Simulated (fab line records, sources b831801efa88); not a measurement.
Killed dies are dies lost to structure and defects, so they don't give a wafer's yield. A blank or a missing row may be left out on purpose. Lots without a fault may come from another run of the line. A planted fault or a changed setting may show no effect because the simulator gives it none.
Which tool did it? | flow sky130 | 12 lots, 36 wafers sampled, at 5 steps of a route of 708

WHAT THE GAUGES READ, wafer by wafer
SKY_VT_ADJUST_HVTP_OVL_MEAS_08.
lot  | measured     | on         | VT_ADJUST_HVTP_OVL (nm)
L176 | day 6 02:52  | overlay-02 | -1.8 -2.7 -1.1
L177 | day 6 06:13  | overlay-02 | 0.3 -2.1 0.9
L179 | day 6 23:17  | overlay-01 | -1.5 -2.9 -1.7
L180 | day 7 04:46  | overlay-01 | 0.4 -0.8 0.8
L182 | day 7 17:41  | overlay-01 | -0.1 -0.1 -0.9
L185 | day 8 08:52  | overlay-01 | 0.7 1.8 -0.1
L193 | day 11 03:49 | overlay-01 | -0.2 0.0 -0.4
L194 | day 11 04:10 | overlay-02 | -0.7 0.4 -0.1
L195 | day 11 06:25 | overlay-01 | -1.7 0.3 -0.9
L196 | day 11 11:16 | overlay-02 | -0.4 -1.4 -1.5
L197 | day 11 19:23 | overlay-01 | -3.1 -2.3 -3.1
L198 | day 11 21:48 | overlay-02 | 1.5 0.0 0.4

SKY_SONOS_ONO_THK_MEAS_03.
lot  | measured     | on            | SONOS_ONO_CVD_02_THK (nm)
L176 | day 11 15:11 | film_metro-02 | 10.55 10.48 10.55
L177 | day 11 16:28 | film_metro-01 | 10.70 10.63 10.69
L179 | day 12 14:37 | film_metro-02 | 10.44 10.40 10.60
L180 | day 12 23:57 | film_metro-02 | 10.72 10.43 10.62
L182 | day 13 17:12 | film_metro-01 | 10.75 10.69 10.48
L185 | day 14 09:02 | film_metro-02 | 15.95 15.95 16.13
L193 | day 17 23:35 | film_metro-02 | 10.37 10.50 10.30
L194 | day 17 23:35 | film_metro-01 | 10.67 10.67 10.74
L195 | day 18 02:41 | film_metro-01 | 10.45 10.48 10.37
L196 | day 18 11:04 | film_metro-01 | 10.27 10.46 10.33
L197 | day 18 18:46 | film_metro-01 | 10.61 10.66 10.36
L198 | day 18 21:10 | film_metro-03 | 10.61 10.49 10.52

WHICH TOOL RAN EACH LOT (tool, then ch and the chambers of the sampled wafers, then the start)
lot  | SKY_NWELL_RTA_28                 | SKY_VT_ADJUST_PCH_STRIP_09           | SKY_SONOS_ONO_CVD_02
L176 | rtp_anneal-01 ch 0, day 5 08:50  | plasma_asher-02 ch 0,1, day 10 11:07 | lpcvd-02 ch 1, day 11 14:08
L177 | rtp_anneal-02 ch 0, day 5 13:02  | plasma_asher-04 ch 0,1, day 10 13:28 | lpcvd-02 ch 1, day 11 15:25
L179 | rtp_anneal-02 ch 0, day 6 03:47  | plasma_asher-04 ch 0,1, day 11 11:01 | lpcvd-02 ch 1, day 12 13:34
L180 | rtp_anneal-01 ch 0, day 6 08:53  | plasma_asher-04 ch 0,1, day 11 18:00 | lpcvd-02 ch 1, day 12 22:21
L182 | rtp_anneal-02 ch 0, day 6 21:26  | plasma_asher-02 ch 0,1, day 12 10:52 | lpcvd-02 ch 1, day 13 16:09
L185 | rtp_anneal-02 ch 0, day 7 11:59  | plasma_asher-03 ch 0,1, day 13 03:30 | lpcvd-02 ch 1, day 14 07:59
L193 | rtp_anneal-02 ch 0, day 10 04:52 | plasma_asher-04 ch 0,1, day 16 10:51 | lpcvd-02 ch 1, day 17 22:00
L194 | rtp_anneal-01 ch 0, day 10 06:09 | plasma_asher-03 ch 0,1, day 16 13:04 | lpcvd-02 ch 0, day 17 22:00
L195 | rtp_anneal-02 ch 0, day 10 07:12 | plasma_asher-03 ch 0, day 16 15:46   | lpcvd-02 ch 1, day 18 01:37
L196 | rtp_anneal-01 ch 0, day 10 11:46 | plasma_asher-03 ch 0, day 16 23:15   | lpcvd-02 ch 0, day 18 10:00
L197 | rtp_anneal-01 ch 0, day 10 19:21 | plasma_asher-02 ch 0,1, day 17 07:40 | lpcvd-02 ch 1, day 18 17:43
L198 | rtp_anneal-02 ch 0, day 10 21:53 | plasma_asher-04 ch 0,1, day 17 11:13 | lpcvd-02 ch 1, day 18 20:07
- SKY_NWELL_RTA_28: time 30 s.
- SKY_VT_ADJUST_PCH_STRIP_09: strips in O2/N2.
- SKY_SONOS_ONO_CVD_02: deposits Si3N4 from DCS/NH3, target thk 10.5 nm, time 180 s.

WHAT THE TOOLS THEMSELVES READ (means of the sampled wafers that have a number; where no wafer has one, the mark that the record gives instead)
SKY_NWELL_RTA_28.
lot  | tool          | lamp_power_pct (%) | wafer_temp_C_max
L176 | rtp_anneal-01 | 25.27              | 1054.4
L177 | rtp_anneal-02 | 25.31              | 1054.7
L179 | rtp_anneal-02 | 25.33              | 1055.3
L180 | rtp_anneal-01 | 25.25              | 1054.3
L182 | rtp_anneal-02 | 25.34              | 1055.5
L185 | rtp_anneal-02 | 25.28              | 1055.4
L193 | rtp_anneal-02 | 25.31              | 1054.8
L194 | rtp_anneal-01 | 25.30              | 1055.0
L195 | rtp_anneal-02 | 25.33              | 1054.9
L196 | rtp_anneal-01 | 25.29              | 1054.5
L197 | rtp_anneal-01 | 25.24              | 1054.7
L198 | rtp_anneal-02 | 25.28              | 1055.1

SKY_VT_ADJUST_PCH_STRIP_09.
lot  | tool            | drypump_motor_current_A (A) | oes_product_au (a.u.) | strip_time_to_endpoint_s (s)
L176 | plasma_asher-02 | 5.6                         | 0.721                 | 36.90
L177 | plasma_asher-04 | 5.5                         | 0.729                 | 37.13
L179 | plasma_asher-04 | 5.5                         | 0.725                 | 37.09
L180 | plasma_asher-04 | 5.3                         | 0.721                 | 36.98
L182 | plasma_asher-02 | 5.6                         | 0.720                 | 36.99
L185 | plasma_asher-03 | 6.0                         | 0.723                 | 37.06
L193 | plasma_asher-04 | 5.3                         | 0.725                 | 36.94
L194 | plasma_asher-03 | 5.5                         | 0.727                 | 36.82
L195 | plasma_asher-03 | 6.5                         | 0.720                 | 36.90
L196 | plasma_asher-03 | 6.5                         | 0.720                 | 36.95
L197 | plasma_asher-02 | 5.5                         | 0.726                 | 37.23
L198 | plasma_asher-04 | 5.3                         | 0.725                 | 37.02

THE ANSWER, worked out from the rows above alone
Rule: what is usual is taken from the lots themselves. Put in order of their means at a reading, lots are off if they are a third of the lots or fewer, leave a main group of 4 or more, and stand apart from it by a gap of 3 or more times the standard deviation of the main group's means; of several such gaps the widest counts. A main group whose means are all the same, to the digits that the tables above print for the reading, isn't used. A lot without any number at a reading at which 4 lots or more have one is off too. The other lots that the step has rows for count as sound. The gauges are gone through in route order, then the tools' own readings, and for those a lot's mean is taken as printed above. The first step at which some lot is off is used, and at that step the reading that is off furthest; a lot without a number counts as furthest.
Off: L185, at SKY_SONOS_ONO_THK_MEAS_03 (SONOS_ONO_CVD_02_THK). The main group: mean 10.53 nm, standard deviation 0.11.
A tool fits if, at a process step before that reading, it ran every lot that is off, and no sound lot after the first of them. The gauges at SKY_SONOS_ONO_THK_MEAS_03 aren't tried: what is off there is off at SKY_VT_ADJUST_PCH_STRIP_09 too, on other tools, and a gauge's error can't cause that. None of those tried fits.

WHAT THE SIMULATOR HAD PUT IN
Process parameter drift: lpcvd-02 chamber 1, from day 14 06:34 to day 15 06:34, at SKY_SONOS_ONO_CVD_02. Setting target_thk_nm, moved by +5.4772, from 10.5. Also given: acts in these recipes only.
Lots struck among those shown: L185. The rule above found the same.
